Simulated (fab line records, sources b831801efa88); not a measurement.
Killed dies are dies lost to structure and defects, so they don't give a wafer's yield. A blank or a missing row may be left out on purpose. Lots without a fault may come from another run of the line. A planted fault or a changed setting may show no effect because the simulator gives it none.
Split-lot experiment | flow sfq_line | 5 lots, 18 wafers read, on a route of 325 steps

THE SPLIT
At SFQ_TRILAYER_M7_LITHO_COAT_177 (resist thk 600 nm), the setting spin_rpm was moved away from the recipe's 3000 rpm on 5 of the 18 wafers read, by -5.0% to +5.1%. The other wafers ran this setting at the recipe's value.

FROM THE SPLIT TO THE READING: what the file shows between them, 4 steps
- SFQ_TRILAYER_M7_LITHO_SOFTBAKE_181
- SFQ_TRILAYER_M7_LITHO_EXPOSE_178: exposes mask M7, target cd 500 nm
- SFQ_TRILAYER_M7_LITHO_DEVELOP_179: time 60 s
- SFQ_TRILAYER_M7_BARC_OPEN_METAL_ETCH_229: etches BARC in O2, target depth 125 nm, time 41.7 s

THE READING
KrF_of_TRILAYER_M7_LITHO_COAT_177.thk_nm (the simulator's own value, which no gauge read), in nm, at SFQ_TRILAYER_M7_ETCH_METAL_ETCH_180 (etches Nb in Cl2/Ar, stops on SiO2, target depth 240 nm, time 120 s). The file gives no usual value for it. The 13 wafers here that ran the recipe average 381.4 nm, standard deviation 2.6 nm.

wafer  | tool, chamber at the split | spin_rpm as run, rpm | against the recipe | KrF_of_TRILAYER_M7_LITHO_COAT_177.thk_nm, nm | against lot-mates on the recipe
L074.3 | litho_track-03, 0          | 3000                 | recipe             | 387.5                                        | -
L074.4 | litho_track-03, 0          | 2850                 | -5.0%              | 400.6                                        | +13.1
L074.6 | litho_track-03, 0          | 2850                 | -5.0%              | 406.3                                        | +18.8
L076.1 | litho_track-04, 0          | 3000                 | recipe             | 382.3                                        | -
L076.2 | litho_track-04, 0          | 3106                 | +3.5%              | 370                                          | -9.1
L076.3 | litho_track-04, 0          | 3000                 | recipe             | 376.1                                        | -
L076.5 | litho_track-04, 0          | 3000                 | recipe             | 379                                          | -
L076.6 | litho_track-04, 0          | 3106                 | +3.5%              | 367.9                                        | -11.2
L077.4 | litho_track-04, 0          | 3000                 | recipe             | 383.4                                        | -
L077.5 | litho_track-04, 0          | 3000                 | recipe             | 382.2                                        | -
L077.6 | litho_track-04, 0          | 3000                 | recipe             | 380.7                                        | -
L078.1 | litho_track-01, 0          | 3000                 | recipe             | 379.9                                        | -
L078.5 | litho_track-01, 0          | 3153                 | +5.1%              | 371.2                                        | -8.7
L079.1 | litho_track-03, 0          | 3000                 | recipe             | 383.2                                        | -
L079.2 | litho_track-03, 0          | 3000                 | recipe             | 379.6                                        | -
L079.3 | litho_track-03, 0          | 3000                 | recipe             | 379.8                                        | -
L079.4 | litho_track-03, 0          | 3000                 | recipe             | 381.7                                        | -
L079.5 | litho_track-03, 0          | 3000                 | recipe             | 382.8                                        | -

THE FIT
A straight line over all 18 wafers: KrF_of_TRILAYER_M7_LITHO_COAT_177.thk_nm changes by -3.59 nm for each +1% of spin_rpm; r = -0.93; the points scatter about the line by 3.5 nm.
The same after taking each lot's own level away (the mean of its wafers on the recipe; 18 wafers): -2.74 nm for each +1%; r = -0.95; scatter 2.3 nm.
On that fit, the largest move of spin_rpm shifts the reading by 14 nm.
The lots' own levels span 379.13 to 387.50 nm, that is 3.2 times the standard deviation above.
So the lot-to-lot level changes the slope: the two fits differ.
Check: with one of the wafers moved furthest among these (+5.1%) left out of the fit, the line predicts -15.6 nm for it against its lot-mates. It came out at -8.7 nm against them.

OTHER SPLITS ON THESE WAFERS
These wafers also went through other splits before the reading. Each is held against what the fit with the lots' levels taken away leaves over:
other split on the same wafers                  | wafers away from the commonest value | r with KrF_of_TRILAYER_M7_LITHO_COAT_177.thk_nm (lot level and that fit taken away)
SFQ_TRILAYER_M6_BARC_OPEN_METAL_ETCH_206 time_s | 3                                    | +0.26
SFQ_TRILAYER_I6_VIA_LITHO_COAT_174 spin_rpm     | 6                                    | +0.37
SFQ_TRILAYER_I6_VIA_LITHO_PEB_172 peb_temp_c    | 2                                    | -0.03
SFQ_TRILAYER_M7_DEP_SPUTTER_175 time_s          | 3                                    | +0.00

THE WHOLE CHAIN: every reading that the file lists as answering this split, in the file's order
step                                     | what it does                                                        | reading                                                                                   | change (the file's fit)              | r (the file's)
SFQ_TRILAYER_M7_LITHO_COAT_177           | resist thk 600 nm                                                   | KrF_of_TRILAYER_M7_LITHO_COAT_177.thk_nm (the simulator's own value, which no gauge read) | -3.05 nm for each +1% of the setting | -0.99
SFQ_TRILAYER_M7_BARC_OPEN_METAL_ETCH_229 | etches BARC in O2, target depth 125 nm, time 41.7 s                 | KrF_of_TRILAYER_M7_LITHO_COAT_177.thk_nm (the simulator's own value, which no gauge read) | -3.08 nm for each +1% of the setting | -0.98
SFQ_TRILAYER_M7_ETCH_METAL_ETCH_180      | etches Nb in Cl2/Ar, stops on SiO2, target depth 240 nm, time 120 s | KrF_of_TRILAYER_M7_LITHO_COAT_177.thk_nm (the simulator's own value, which no gauge read) | -2.65 nm for each +1% of the setting | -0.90

THE FILE'S OWN FIT
KrF_of_TRILAYER_M7_LITHO_COAT_177.thk_nm changes by -2.65 nm for each +1% of spin_rpm, r = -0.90.
